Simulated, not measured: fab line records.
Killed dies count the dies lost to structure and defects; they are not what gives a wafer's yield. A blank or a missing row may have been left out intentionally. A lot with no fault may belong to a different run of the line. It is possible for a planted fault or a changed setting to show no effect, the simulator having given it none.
Struck lot and sound lot, side by side + flow sky130 + 15 out of 708 route steps
Sound: wafers L487.1, L487.4, L487.5. Struck: wafer L492.2 (L492.1, L492.6, from the same lot, were not struck and are left out); the cause is given at the end.
Order at every step that has rows: each side's tool, ch and its chambers, its first start. Under that, the readings that differ: sound wafers + struck wafers + difference of the means + sigmas: that difference in standard deviations of wafers without a fault.
alike: a reading whose means differ by less than 2 such deviations, as well as words and numbers matching on both sides. not compared: withheld readings; readings where some wafer has no value; bounds like >300 that might hide an equal value; numbers whose values overlap and for which the record gives no deviation.
Wherever a step has rows on one side only, a row that says differs or no value, or a row with sigmas, the two part there. Numbers that have no deviation but don't overlap get no sigmas and don't part them. A reading missing from all wafers of one side parts the sides only when that side holds two or more wafers.

SKY_METAL2_THK_MEAS_06: measures by xrf.
  sound on film_metro-04 at day 34 11:17; struck on film_metro-03 at day 36 09:56
  alike: METAL2_ALCU_THK
then, 8 steps without rows for these wafers: SKY_METAL2_DEHYDRATE_07 (time 60 s); SKY_METAL2_HMDS_08 (prime time 60 s); SKY_METAL2_COAT_09 (resist thk 60 nm); SKY_METAL2_COAT_10 (resist thk 450 nm); SKY_METAL2_SOFTBAKE_11 (time 90 s); SKY_METAL2_EXPOSE_12 (exposes mask MM2, target cd 140 nm); SKY_METAL2_PEB_13; SKY_METAL2_DEVELOP_14 (develop time 60 s).
SKY_METAL2_CD_MEAS_15: target cd 140 nm.
  sound on cd_sem-02 at day 35 13:05; struck on cd_sem-02 at day 37 12:07
  alike: cd_nm
SKY_METAL2_OVL_MEAS_16:
  sound on overlay-02 at day 35 13:13; struck on overlay-02 at day 37 12:14
  alike: METAL2_OVL
SKY_METAL2_DESCUM_17: chemistry O2, time 8 s.
  sound on rie_metal-01 ch 0,1, day 35 13:14; struck on rie_metal-01 ch 1, day 37 12:16
  alike: drypump_motor_current_A, oes_product_au
  not compared: rf_hours_counter_h
SKY_METAL2_ETCH_18: etches BARC in N2/H2, stops on SiO2, time 45.9 s, target depth 60 nm.
  sound on rie_metal-01 ch 0,1, day 35 13:17; struck on rie_metal-01 ch 1, day 37 12:19
| reading                                       | sound            | struck | difference | sigmas |
|-----------------------------------------------|------------------|--------|------------|--------|
| bias_w (W)                                    | 100.0 100.1 99.8 | 80.5   | -19.5      | -61    |
| model.KrF-thick_of_METAL2_COAT_10.thk_nm (nm) | 392.9 393 393.2  | 393.8  | +0.8       |        |
  alike: drypump_motor_current_A, oes_product_au, throttle_valve_pct
  not compared: rf_hours_counter_h
SKY_METAL2_METAL_ETCH_19: etches the open film in Cl2/BCl3, stops on SiO2, target depth 360 nm, time 78 s.
  sound on rie_metal-01 ch 0,1, day 35 13:20; struck on rie_metal-01 ch 1, day 37 12:22
  alike: bias_w, drypump_motor_current_A, oes_product_au, throttle_valve_pct
  not compared: rf_hours_counter_h
-- the record jumps here: 10 days lie between the struck wafers' starts before and after (it left off in module METAL2 and takes up again in module PAD_OPEN, whose first step shown is number 708 of the route) --
SKY_PAD_OPEN_PROBE_99:
  sound on prober-01 at day 46 03:47; struck on prober-02 at day 47 17:12
| reading             | sound    | struck | difference | sigmas |
|---------------------|----------|--------|------------|--------|
| killed_at_front_end | 20 13 22 | 8      | -10        | -2     |
  alike: defect_limited_yield, killed_at_M0_to_M3, killed_at_M4_up, killed_at_contacts, killed_at_other, killed_dies, killed_open, killed_short, sort_bin_3_pad_short, sort_bin_5_function, sort_bin_6_memory, sort_n_pass, sort_yield_pct

## WHERE THEY PART
Last at SKY_PAD_OPEN_PROBE_99 as far as this record goes, first at SKY_METAL2_ETCH_18.

WHY: what the simulator had put in
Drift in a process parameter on rie_metal-01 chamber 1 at SKY_METAL2_ETCH_18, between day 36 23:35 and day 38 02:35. Setting bias_w shifted by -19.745 from 100. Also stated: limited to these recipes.
